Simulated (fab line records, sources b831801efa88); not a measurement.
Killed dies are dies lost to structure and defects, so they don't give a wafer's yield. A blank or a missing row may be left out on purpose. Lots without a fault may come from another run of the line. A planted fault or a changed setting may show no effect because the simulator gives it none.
Split-lot experiment | flow sfq_line | 5 lots, 23 wafers read, on a route of 325 steps

THE SPLIT
At SFQ_TRILAYER_M4_ETCH_METAL_ETCH_096 (etches Nb in Cl2/Ar, stops on SiO2, target depth 240 nm, time 120 s), the setting time_s was moved away from the recipe's 120 s on 6 of the 23 wafers read, by -11.7% to -8.4%. The other wafers ran this setting at the recipe's value.

The reading is taken at the split's own step.

THE READING
oes_product_au, in a.u., at SFQ_TRILAYER_M4_ETCH_METAL_ETCH_096 (etches Nb in Cl2/Ar, stops on SiO2, target depth 240 nm, time 120 s). Fault-free wafers of this fab line usually give 0.890 a.u., standard deviation 0.0069 a.u..

wafer  | tool, chamber at the split | time_s as run, s | against the recipe | oes_product_au, a.u. | against lot-mates on the recipe
L074.1 | rie_metal-01, 1            | 109.9            | -8.4%              | 0.926                | +0.044
L074.2 | rie_metal-01, 0            | 120              | recipe             | 0.873                | -
L074.4 | rie_metal-01, 0            | 120              | recipe             | 0.897                | -
L074.5 | rie_metal-01, 1            | 109.9            | -8.4%              | 0.937                | +0.055
L074.6 | rie_metal-01, 0            | 120              | recipe             | 0.876                | -
L075.1 | rie_metal-01, 0            | 120              | recipe             | 0.894                | -
L075.2 | rie_metal-01, 1            | 120              | recipe             | 0.887                | -
L075.3 | rie_metal-01, 0            | 120              | recipe             | 0.894                | -
L075.4 | rie_metal-01, 1            | 120              | recipe             | 0.890                | -
L075.5 | rie_metal-01, 1            | 120              | recipe             | 0.881                | -
L076.2 | rie_metal-02, 1            | 106              | -11.7%             | 0.963                | +0.080
L076.3 | rie_metal-02, 1            | 120              | recipe             | 0.885                | -
L076.4 | rie_metal-02, 1            | 106              | -11.7%             | 0.964                | +0.081
L076.5 | rie_metal-02, 1            | 120              | recipe             | 0.882                | -
L076.6 | rie_metal-02, 1            | 120              | recipe             | 0.881                | -
L078.1 | rie_metal-04, 1            | 120              | recipe             | 0.895                | -
L078.4 | rie_metal-04, 1            | 120              | recipe             | 0.901                | -
L078.5 | rie_metal-04, 1            | 120              | recipe             | 0.897                | -
L083.1 | rie_metal-04, 0            | 105.9            | -11.7%             | 0.962                | +0.064
L083.2 | rie_metal-04, 1            | 105.9            | -11.7%             | 0.963                | +0.065
L083.3 | rie_metal-04, 0            | 120              | recipe             | 0.902                | -
L083.4 | rie_metal-04, 1            | 120              | recipe             | 0.904                | -
L083.5 | rie_metal-04, 1            | 120              | recipe             | 0.889                | -

THE FIT
A straight line over all 23 wafers: oes_product_au changes by -0.006 a.u. for each +1% of time_s; r = -0.96; the points scatter about the line by 0.0088 a.u..
The same after taking each lot's own level away (the mean of its wafers on the recipe; 23 wafers): -0.00613 a.u. for each +1%; r = -0.98; scatter 0.0069 a.u..
On that fit, the largest move of time_s shifts the reading by 0.072 a.u..
The lots' own levels span 0.8820 to 0.8983 a.u., that is 2.4 times the standard deviation above.
So the lot-to-lot level changes the slope little: the two slopes agree.
Check: with one of the wafers moved furthest among these (-11.7%) left out of the fit, the line predicts +0.0741 a.u. for it against its lot-mates. It came out at +0.0637 a.u. against them.
Tool readings at the split's step, against how far the setting was moved: oes_product_au r = -0.96.

OTHER SPLITS ON THESE WAFERS
These wafers also went through other splits before the reading. Each is held against what the fit with the lots' levels taken away leaves over:
other split on the same wafers                    | wafers away from the commonest value | r with oes_product_au (lot level and that fit taken away)
SFQ_TRILAYER_I2_VIA_BARC_OPEN_VIA_ETCH_096 time_s | 5                                    | +0.06
SFQ_TRILAYER_M3_LITHO_PEB_078 peb_temp_c          | 8                                    | -0.35
SFQ_TRILAYER_M3_BARC_OPEN_METAL_ETCH_100 time_s   | 6                                    | -0.11
SFQ_TRILAYER_I3_VIA_LITHO_COAT_085 spin_rpm       | 9                                    | -0.49
SFQ_TRILAYER_M4_LITHO_EXPOSE_094 dose_mj          | 9                                    | +0.12

THE WHOLE CHAIN: every reading that the file lists as answering this split, in the file's order
step                                | what it does                                                        | reading                                                                                   | change (the file's fit)                   | r (the file's)
SFQ_TRILAYER_M4_ETCH_METAL_ETCH_096 | etches Nb in Cl2/Ar, stops on SiO2, target depth 240 nm, time 120 s | oes_product_au                                                                            | -0.00613 a.u. for each +1% of the setting | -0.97
SFQ_TRILAYER_M4_ETCH_METAL_ETCH_096 | etches Nb in Cl2/Ar, stops on SiO2, target depth 240 nm, time 120 s | KrF_of_TRILAYER_M4_LITHO_COAT_093.thk_nm (the simulator's own value, which no gauge read) | -1.34 nm for each +1% of the setting      | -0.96

THE FILE'S OWN FIT
oes_product_au changes by -0.00613 a.u. for each +1% of time_s, r = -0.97.
